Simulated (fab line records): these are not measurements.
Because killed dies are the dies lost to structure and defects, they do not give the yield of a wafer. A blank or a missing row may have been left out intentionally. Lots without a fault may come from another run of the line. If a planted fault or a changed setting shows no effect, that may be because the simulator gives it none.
Which tool is to blame? || flow sky130 || 24 lots, 72 wafers sampled, at 5 steps of a route of 708

## WHAT THE GAUGES SHOWED, per wafer
SKY_CONTACT_BOW_MEAS_05.
{"lot": "L074", "measured": "day 30 21:21", "on": "filmMetro-03", "CONTACT_BOW (um)": "80 87 68"}
{"lot": "L075", "measured": "day 31 13:36", "on": "filmMetro-02", "CONTACT_BOW (um)": "90 84 77"}
{"lot": "L076", "measured": "day 31 17:38", "on": "filmMetro-04", "CONTACT_BOW (um)": "88 87 96"}
{"lot": "L077", "measured": "day 32 00:17", "on": "filmMetro-02", "CONTACT_BOW (um)": "82 79 84"}
{"lot": "L078", "measured": "day 32 14:19", "on": "filmMetro-02", "CONTACT_BOW (um)": "82 86 92"}
{"lot": "L079", "measured": "day 32 14:57", "on": "filmMetro-03", "CONTACT_BOW (um)": "83 83 78"}
{"lot": "L080", "measured": "day 33 11:31", "on": "filmMetro-03", "CONTACT_BOW (um)": "92 80 82"}
{"lot": "L081", "measured": "day 33 12:25", "on": "filmMetro-03", "CONTACT_BOW (um)": "78 85 84"}
{"lot": "L082", "measured": "day 33 23:21", "on": "filmMetro-02", "CONTACT_BOW (um)": "95 79 73"}
{"lot": "L083", "measured": "day 34 00:22", "on": "filmMetro-04", "CONTACT_BOW (um)": "78 77 88"}
{"lot": "L084", "measured": "day 34 22:29", "on": "filmMetro-04", "CONTACT_BOW (um)": "88 85 91"}
{"lot": "L085", "measured": "day 35 00:07", "on": "filmMetro-03", "CONTACT_BOW (um)": "83 97 83"}
{"lot": "L086", "measured": "day 35 10:10", "on": "filmMetro-04", "CONTACT_BOW (um)": "80 88 85"}
{"lot": "L087", "measured": "day 35 10:59", "on": "filmMetro-03", "CONTACT_BOW (um)": "81 84 82"}
{"lot": "L088", "measured": "day 35 14:41", "on": "filmMetro-03", "CONTACT_BOW (um)": "71 74 72"}
{"lot": "L089", "measured": "day 35 17:34", "on": "filmMetro-03", "CONTACT_BOW (um)": "72 74 73"}
{"lot": "L090", "measured": "day 35 21:52", "on": "filmMetro-03", "CONTACT_BOW (um)": "61 71 84"}
{"lot": "L091", "measured": "day 35 21:59", "on": "filmMetro-04", "CONTACT_BOW (um)": "91 87 80"}
{"lot": "L092", "measured": "day 36 16:52", "on": "filmMetro-03", "CONTACT_BOW (um)": "85 93 95"}
{"lot": "L093", "measured": "day 36 19:40", "on": "filmMetro-04", "CONTACT_BOW (um)": "87 83 87"}
{"lot": "L094", "measured": "day 37 03:20", "on": "filmMetro-02", "CONTACT_BOW (um)": "79 84 83"}
{"lot": "L096", "measured": "day 37 06:56", "on": "filmMetro-03", "CONTACT_BOW (um)": "81 88 94"}
{"lot": "L095", "measured": "day 37 09:13", "on": "filmMetro-02", "CONTACT_BOW (um)": "88 84 90"}
{"lot": "L097", "measured": "day 38 01:01", "on": "filmMetro-04", "CONTACT_BOW (um)": "81 83 81"}

SKY_METAL2_RS_MEAS_05: measurement is done with a four-point probe.
{"lot": "L074", "measured": "day 34 11:46", "on": "filmMetro-01", "METAL2_ALCU_RS (ohm/sq)": "0.1283 0.1275 0.1269"}
{"lot": "L075", "measured": "day 35 02:02", "on": "filmMetro-02", "METAL2_ALCU_RS (ohm/sq)": "0.1273 0.1268 0.1286"}
{"lot": "L076", "measured": "day 35 06:33", "on": "filmMetro-03", "METAL2_ALCU_RS (ohm/sq)": "0.1266 0.1274 0.1270"}
{"lot": "L077", "measured": "day 35 13:43", "on": "filmMetro-03", "METAL2_ALCU_RS (ohm/sq)": "0.1274 0.1272 0.1271"}
{"lot": "L078", "measured": "day 36 03:35", "on": "filmMetro-03", "METAL2_ALCU_RS (ohm/sq)": "0.1289 0.1288 0.1287"}
{"lot": "L079", "measured": "day 36 04:29", "on": "filmMetro-03", "METAL2_ALCU_RS (ohm/sq)": "0.1265 0.1258 0.1271"}
{"lot": "L080", "measured": "day 37 01:04", "on": "filmMetro-03", "METAL2_ALCU_RS (ohm/sq)": "0.1276 0.1274 0.1253"}
{"lot": "L081", "measured": "day 37 01:11", "on": "filmMetro-01", "METAL2_ALCU_RS (ohm/sq)": "0.1239 0.1256 0.1250"}
{"lot": "L082", "measured": "day 37 11:34", "on": "filmMetro-03", "METAL2_ALCU_RS (ohm/sq)": "0.1253 0.1258 0.1261"}
{"lot": "L083", "measured": "day 37 13:53", "on": "filmMetro-03", "METAL2_ALCU_RS (ohm/sq)": "0.1270 0.1257 0.1276"}
{"lot": "L084", "measured": "day 38 09:34", "on": "filmMetro-03", "METAL2_ALCU_RS (ohm/sq)": "0.1282 0.1282 0.1277"}
{"lot": "L085", "measured": "day 38 11:55", "on": "filmMetro-01", "METAL2_ALCU_RS (ohm/sq)": "0.1278 0.1265 0.1265"}
{"lot": "L086", "measured": "day 38 21:05", "on": "filmMetro-01", "METAL2_ALCU_RS (ohm/sq)": "0.1270 0.1261 0.1271"}
{"lot": "L087", "measured": "day 38 22:40", "on": "filmMetro-03", "METAL2_ALCU_RS (ohm/sq)": "0.1256 0.1242 0.1242"}
{"lot": "L088", "measured": "day 39 01:08", "on": "filmMetro-03", "METAL2_ALCU_RS (ohm/sq)": "0.1293 0.1290 0.1289"}
{"lot": "L089", "measured": "day 39 04:28", "on": "filmMetro-03", "METAL2_ALCU_RS (ohm/sq)": "0.1267 0.1268 0.1263"}
{"lot": "L090", "measured": "day 39 08:54", "on": "filmMetro-03", "METAL2_ALCU_RS (ohm/sq)": "0.1265 0.1261 0.1251"}
{"lot": "L091", "measured": "day 39 09:15", "on": "filmMetro-02", "METAL2_ALCU_RS (ohm/sq)": "0.1265 0.1280 0.1276"}
{"lot": "L092", "measured": "day 40 01:11", "on": "filmMetro-03", "METAL2_ALCU_RS (ohm/sq)": "0.1249 0.1245 0.1251"}
{"lot": "L093", "measured": "day 40 04:22", "on": "filmMetro-02", "METAL2_ALCU_RS (ohm/sq)": "0.1263 0.1278 0.1273"}
{"lot": "L094", "measured": "day 40 11:57", "on": "filmMetro-01", "METAL2_ALCU_RS (ohm/sq)": "0.1271 0.1262 0.1256"}
{"lot": "L096", "measured": "day 40 14:34", "on": "filmMetro-03", "METAL2_ALCU_RS (ohm/sq)": "0.1274 0.1279 0.1270"}
{"lot": "L095", "measured": "day 40 16:34", "on": "filmMetro-03", "METAL2_ALCU_RS (ohm/sq)": "0.1257 0.1259 0.1263"}
{"lot": "L097", "measured": "day 41 07:53", "on": "filmMetro-01", "METAL2_ALCU_RS (ohm/sq)": "0.1280 0.1279 0.1268"}

SKY_METAL2_CD_MEAS_15 targets a cd of 140 nm.
{"lot": "L074", "measured": "day 35 14:40", "on": "cdSem-01", "cdNm (nm)": "139.8 140.4 141.0"}
{"lot": "L075", "measured": "day 36 04:47", "on": "cdSem-02", "cdNm (nm)": "141.9 140.8 141.0"}
{"lot": "L076", "measured": "day 36 09:26", "on": "cdSem-02", "cdNm (nm)": "138.2 138.2 136.9"}
{"lot": "L077", "measured": "day 36 15:40", "on": "cdSem-02", "cdNm (nm)": "141.4 139.3 139.7"}
{"lot": "L078", "measured": "day 37 05:54", "on": "cdSem-02", "cdNm (nm)": "138.7 140.0 140.2"}
{"lot": "L079", "measured": "day 37 07:08", "on": "cdSem-02", "cdNm (nm)": "139.5 138.0 139.9"}
{"lot": "L080", "measured": "day 38 02:52", "on": "cdSem-01", "cdNm (nm)": "139.5 138.8 140.6"}
{"lot": "L081", "measured": "day 38 03:17", "on": "cdSem-02", "cdNm (nm)": "141.5 143.0 142.8"}
{"lot": "L082", "measured": "day 38 13:10", "on": "cdSem-01", "cdNm (nm)": "141.6 142.4 141.4"}
{"lot": "L083", "measured": "day 38 15:25", "on": "cdSem-02", "cdNm (nm)": "139.0 137.5 138.3"}
{"lot": "L084", "measured": "day 39 09:55", "on": "cdSem-01", "cdNm (nm)": "139.3 139.0 138.3"}
{"lot": "L085", "measured": "day 39 12:13", "on": "cdSem-01", "cdNm (nm)": "138.3 139.4 138.7"}
{"lot": "L086", "measured": "day 39 21:04", "on": "cdSem-01", "cdNm (nm)": "139.6 139.6 140.3"}
{"lot": "L087", "measured": "day 39 22:47", "on": "cdSem-01", "cdNm (nm)": "138.0 138.4 138.7"}
{"lot": "L088", "measured": "day 40 01:23", "on": "cdSem-01", "cdNm (nm)": "136.8 140.0 137.9"}
{"lot": "L089", "measured": "day 40 05:09", "on": "cdSem-01", "cdNm (nm)": "140.6 140.3 138.5"}
{"lot": "L090", "measured": "day 40 08:59", "on": "cdSem-01", "cdNm (nm)": "141.3 140.4 141.7"}
{"lot": "L091", "measured": "day 40 09:20", "on": "cdSem-02", "cdNm (nm)": "138.5 138.0 138.8"}
{"lot": "L092", "measured": "day 41 01:01", "on": "cdSem-01", "cdNm (nm)": "140.7 138.9 138.9"}
{"lot": "L093", "measured": "day 41 05:11", "on": "cdSem-01", "cdNm (nm)": "139.1 140.0 138.6"}
{"lot": "L094", "measured": "day 41 12:29", "on": "cdSem-02", "cdNm (nm)": "140.0 139.3 140.1"}
{"lot": "L096", "measured": "day 41 14:38", "on": "cdSem-02", "cdNm (nm)": "138.1 139.3 139.4"}
{"lot": "L095", "measured": "day 41 16:40", "on": "cdSem-01", "cdNm (nm)": "139.1 138.6 136.6"}
{"lot": "L097", "measured": "day 42 07:37", "on": "cdSem-02", "cdNm (nm)": "141.7 140.7 143.1"}

SKY_CAPM_OVL_MEAS_12.
{"lot": "L074", "measured": "day 37 22:16", "on": "overlay-02", "CAPM_OVL (nm)": "1.6 1.7 1.1"}
{"lot": "L075", "measured": "day 38 12:46", "on": "overlay-01", "CAPM_OVL (nm)": "0.3 1.5 -2.3"}
{"lot": "L076", "measured": "day 38 16:01", "on": "overlay-01", "CAPM_OVL (nm)": "2.2 1.0 1.4"}
{"lot": "L077", "measured": "day 38 22:08", "on": "overlay-01", "CAPM_OVL (nm)": "2.7 2.5 3.4"}
{"lot": "L078", "measured": "day 39 11:34", "on": "overlay-01", "CAPM_OVL (nm)": "1.5 1.2 2.3"}
{"lot": "L079", "measured": "day 39 12:26", "on": "overlay-01", "CAPM_OVL (nm)": "2.0 -0.2 2.1"}
{"lot": "L080", "measured": "day 40 07:25", "on": "overlay-02", "CAPM_OVL (nm)": "3.4 2.0 3.4"}
{"lot": "L081", "measured": "day 40 08:01", "on": "overlay-01", "CAPM_OVL (nm)": "0.8 -0.5 -0.6"}
{"lot": "L082", "measured": "day 40 16:41", "on": "overlay-02", "CAPM_OVL (nm)": "1.2 1.3 -0.8"}
{"lot": "L083", "measured": "day 40 19:19", "on": "overlay-01", "CAPM_OVL (nm)": "0.6 2.4 0.0"}
{"lot": "L084", "measured": "day 41 12:41", "on": "overlay-01", "CAPM_OVL (nm)": "0.3 -0.7 -0.3"}
{"lot": "L085", "measured": "day 41 15:37", "on": "overlay-02", "CAPM_OVL (nm)": "1.3 1.4 1.0"}
{"lot": "L086", "measured": "day 42 00:44", "on": "overlay-01", "CAPM_OVL (nm)": "3.0 5.7 2.2"}
{"lot": "L087", "measured": "day 42 01:58", "on": "overlay-02", "CAPM_OVL (nm)": "2.7 2.1 2.9"}
{"lot": "L088", "measured": "day 42 04:56", "on": "overlay-01", "CAPM_OVL (nm)": "-1.2 0.9 -0.5"}
{"lot": "L089", "measured": "day 42 08:16", "on": "overlay-02", "CAPM_OVL (nm)": "0.5 4.1 1.4"}
{"lot": "L090", "measured": "day 42 11:52", "on": "overlay-01", "CAPM_OVL (nm)": "-1.6 -1.5 -1.7"}
{"lot": "L091", "measured": "day 42 12:10", "on": "overlay-02", "CAPM_OVL (nm)": "1.6 1.0 1.5"}
{"lot": "L092", "measured": "day 43 03:01", "on": "overlay-02", "CAPM_OVL (nm)": "1.2 2.7 1.7"}
{"lot": "L093", "measured": "day 43 07:13", "on": "overlay-01", "CAPM_OVL (nm)": "-0.1 0.7 0.7"}
{"lot": "L094", "measured": "day 43 13:39", "on": "overlay-02", "CAPM_OVL (nm)": "1.3 1.6 2.6"}
{"lot": "L096", "measured": "day 43 16:14", "on": "overlay-02", "CAPM_OVL (nm)": "1.4 1.2 0.6"}
{"lot": "L095", "measured": "day 43 17:49", "on": "overlay-01", "CAPM_OVL (nm)": "0.2 1.7 -1.2"}
{"lot": "L097", "measured": "day 44 08:56", "on": "overlay-01", "CAPM_OVL (nm)": "1.6 2.6 0.7"}

## EACH LOT AND THE TOOL THAT RAN IT (in order: tool; ch and the chambers of the sampled wafers; start)
{"lot": "L074", "SKY_METAL2_METAL_ETCH_19": "rieMetal-02 ch 0,1, day 35 14:55"}
{"lot": "L075", "SKY_METAL2_METAL_ETCH_19": "rieMetal-01 ch 0,1, day 36 05:02"}
{"lot": "L076", "SKY_METAL2_METAL_ETCH_19": "rieMetal-03 ch 0,1, day 36 09:41"}
{"lot": "L077", "SKY_METAL2_METAL_ETCH_19": "rieMetal-01 ch 0,1, day 36 15:53"}
{"lot": "L078", "SKY_METAL2_METAL_ETCH_19": "rieMetal-01 ch 0,1, day 37 06:08"}
{"lot": "L079", "SKY_METAL2_METAL_ETCH_19": "rieMetal-03 ch 0,1, day 37 07:23"}
{"lot": "L080", "SKY_METAL2_METAL_ETCH_19": "rieMetal-03 ch 0,1, day 38 03:07"}
{"lot": "L081", "SKY_METAL2_METAL_ETCH_19": "rieMetal-02 ch 0,1, day 38 03:31"}
{"lot": "L082", "SKY_METAL2_METAL_ETCH_19": "rieMetal-03 ch 0,1, day 38 13:24"}
{"lot": "L083", "SKY_METAL2_METAL_ETCH_19": "rieMetal-01 ch 0,1, day 38 15:39"}
{"lot": "L084", "SKY_METAL2_METAL_ETCH_19": "rieMetal-03 ch 0,1, day 39 10:09"}
{"lot": "L085", "SKY_METAL2_METAL_ETCH_19": "rieMetal-01 ch 0,1, day 39 12:28"}
{"lot": "L086", "SKY_METAL2_METAL_ETCH_19": "rieMetal-01 ch 0,1, day 39 21:19"}
{"lot": "L087", "SKY_METAL2_METAL_ETCH_19": "rieMetal-02 ch 0,1, day 39 23:02"}
{"lot": "L088", "SKY_METAL2_METAL_ETCH_19": "rieMetal-01 ch 0,1, day 40 01:37"}
{"lot": "L089", "SKY_METAL2_METAL_ETCH_19": "rieMetal-01 ch 1, day 40 05:23"}
{"lot": "L090", "SKY_METAL2_METAL_ETCH_19": "rieMetal-02 ch 0,1, day 40 09:14"}
{"lot": "L091", "SKY_METAL2_METAL_ETCH_19": "rieMetal-03 ch 0,1, day 40 09:35"}
{"lot": "L092", "SKY_METAL2_METAL_ETCH_19": "rieMetal-03 ch 0, day 41 01:16"}
{"lot": "L093", "SKY_METAL2_METAL_ETCH_19": "rieMetal-02 ch 0,1, day 41 05:26"}
{"lot": "L094", "SKY_METAL2_METAL_ETCH_19": "rieMetal-03 ch 0,1, day 41 12:42"}
{"lot": "L096", "SKY_METAL2_METAL_ETCH_19": "rieMetal-02 ch 0,1, day 41 14:52"}
{"lot": "L095", "SKY_METAL2_METAL_ETCH_19": "rieMetal-03 ch 0,1, day 41 16:55"}
{"lot": "L097", "SKY_METAL2_METAL_ETCH_19": "rieMetal-02 ch 0,1, day 42 07:52"}
- SKY_METAL2_METAL_ETCH_19: etches the open film in Cl2/BCl3, stops on SiO2, target depth 360 nm, time 78 s.

## WHAT THE TOOLS THEMSELVES READ (means of the sampled wafers that have a number; where no wafer has one, the mark that the record gives instead)
SKY_METAL2_METAL_ETCH_19.
{"lot": "L074", "tool": "rieMetal-02", "chamberPressureMTorr (mTorr)": 9.994, "drypumpMotorCurrentA (A)": 5.2, "oesProductAu (a.u.)": 0.856, "throttleValvePct (%)": 22.254}
{"lot": "L075", "tool": "rieMetal-01", "chamberPressureMTorr (mTorr)": 9.994, "drypumpMotorCurrentA (A)": 6.3, "oesProductAu (a.u.)": 0.852, "throttleValvePct (%)": 22.269}
{"lot": "L076", "tool": "rieMetal-03", "chamberPressureMTorr (mTorr)": 10.000, "drypumpMotorCurrentA (A)": 5.9, "oesProductAu (a.u.)": 0.849, "throttleValvePct (%)": 22.252}
{"lot": "L077", "tool": "rieMetal-01", "chamberPressureMTorr (mTorr)": 9.993, "drypumpMotorCurrentA (A)": 6.3, "oesProductAu (a.u.)": 0.853, "throttleValvePct (%)": 22.258}
{"lot": "L078", "tool": "rieMetal-01", "chamberPressureMTorr (mTorr)": 10.001, "drypumpMotorCurrentA (A)": 6.3, "oesProductAu (a.u.)": 0.851, "throttleValvePct (%)": 22.264}
{"lot": "L079", "tool": "rieMetal-03", "chamberPressureMTorr (mTorr)": 10.002, "drypumpMotorCurrentA (A)": 6.0, "oesProductAu (a.u.)": 0.856, "throttleValvePct (%)": 22.265}
{"lot": "L080", "tool": "rieMetal-03", "chamberPressureMTorr (mTorr)": 10.005, "drypumpMotorCurrentA (A)": 6.0, "oesProductAu (a.u.)": 0.857, "throttleValvePct (%)": 22.252}
{"lot": "L081", "tool": "rieMetal-02", "chamberPressureMTorr (mTorr)": 9.994, "drypumpMotorCurrentA (A)": 5.2, "oesProductAu (a.u.)": 0.860, "throttleValvePct (%)": 22.251}
{"lot": "L082", "tool": "rieMetal-03", "chamberPressureMTorr (mTorr)": 10.001, "drypumpMotorCurrentA (A)": 6.0, "oesProductAu (a.u.)": 0.857, "throttleValvePct (%)": 22.265}
{"lot": "L083", "tool": "rieMetal-01", "chamberPressureMTorr (mTorr)": 10.013, "drypumpMotorCurrentA (A)": 6.4, "oesProductAu (a.u.)": 0.855, "throttleValvePct (%)": 22.268}
{"lot": "L084", "tool": "rieMetal-03", "chamberPressureMTorr (mTorr)": 10.006, "drypumpMotorCurrentA (A)": 5.6, "oesProductAu (a.u.)": 0.852, "throttleValvePct (%)": 22.258}
{"lot": "L085", "tool": "rieMetal-01", "chamberPressureMTorr (mTorr)": 9.997, "drypumpMotorCurrentA (A)": 6.3, "oesProductAu (a.u.)": 0.853, "throttleValvePct (%)": 22.265}
{"lot": "L086", "tool": "rieMetal-01", "chamberPressureMTorr (mTorr)": 10.003, "drypumpMotorCurrentA (A)": 6.4, "oesProductAu (a.u.)": 0.858, "throttleValvePct (%)": 22.266}
{"lot": "L087", "tool": "rieMetal-02", "chamberPressureMTorr (mTorr)": 10.000, "drypumpMotorCurrentA (A)": 5.2, "oesProductAu (a.u.)": 0.862, "throttleValvePct (%)": 22.263}
{"lot": "L088", "tool": "rieMetal-01", "chamberPressureMTorr (mTorr)": 10.009, "drypumpMotorCurrentA (A)": 6.3, "oesProductAu (a.u.)": 0.849, "throttleValvePct (%)": 22.260}
{"lot": "L089", "tool": "rieMetal-01", "chamberPressureMTorr (mTorr)": 10.001, "drypumpMotorCurrentA (A)": 6.2, "oesProductAu (a.u.)": 0.859, "throttleValvePct (%)": 22.268}
{"lot": "L090", "tool": "rieMetal-02", "chamberPressureMTorr (mTorr)": 10.001, "drypumpMotorCurrentA (A)": 5.2, "oesProductAu (a.u.)": 0.862, "throttleValvePct (%)": 22.260}
{"lot": "L091", "tool": "rieMetal-03", "chamberPressureMTorr (mTorr)": 9.997, "drypumpMotorCurrentA (A)": 6.0, "oesProductAu (a.u.)": 0.855, "throttleValvePct (%)": 22.267}
{"lot": "L092", "tool": "rieMetal-03", "chamberPressureMTorr (mTorr)": 9.999, "drypumpMotorCurrentA (A)": 6.4, "oesProductAu (a.u.)": 0.856, "throttleValvePct (%)": 22.262}
{"lot": "L093", "tool": "rieMetal-02", "chamberPressureMTorr (mTorr)": 10.000, "drypumpMotorCurrentA (A)": 5.2, "oesProductAu (a.u.)": 0.854, "throttleValvePct (%)": 22.266}
{"lot": "L094", "tool": "rieMetal-03", "chamberPressureMTorr (mTorr)": 10.005, "drypumpMotorCurrentA (A)": 6.0, "oesProductAu (a.u.)": 0.856, "throttleValvePct (%)": 22.264}
{"lot": "L096", "tool": "rieMetal-02", "chamberPressureMTorr (mTorr)": 10.000, "drypumpMotorCurrentA (A)": 5.2, "oesProductAu (a.u.)": 0.854, "throttleValvePct (%)": 22.262}
{"lot": "L095", "tool": "rieMetal-03", "chamberPressureMTorr (mTorr)": 10.008, "drypumpMotorCurrentA (A)": 5.6, "oesProductAu (a.u.)": 0.861, "throttleValvePct (%)": 22.268}
{"lot": "L097", "tool": "rieMetal-02", "chamberPressureMTorr (mTorr)": 10.002, "drypumpMotorCurrentA (A)": 5.2, "oesProductAu (a.u.)": 0.853, "throttleValvePct (%)": 22.262}

## THE ANSWER, worked out from the rows above alone
Rule: usual is defined by the lots themselves. Put in order of their means at a reading, lots are off if they are a third of the lots or fewer, leave a main group of 4 or more, and stand apart from it by a gap of 3 or more times the standard deviation of the main group's means; of several such gaps the widest counts. Not used: any main group whose means are identical at the precision the tables above print for the reading. Also off: a lot with no number at a reading for which 4 or more lots have one. Any other lot the step has rows for is counted as sound. Order of review: gauges by route order, followed by the tools' own readings, for which a lot's mean as printed above is used. At the first step where some lot is off, the reading lying furthest off is the one used; lots without a number count as furthest.
None of the lots is off at any reading shown; this tells nothing.

## WHAT THE SIMULATOR PUT IN
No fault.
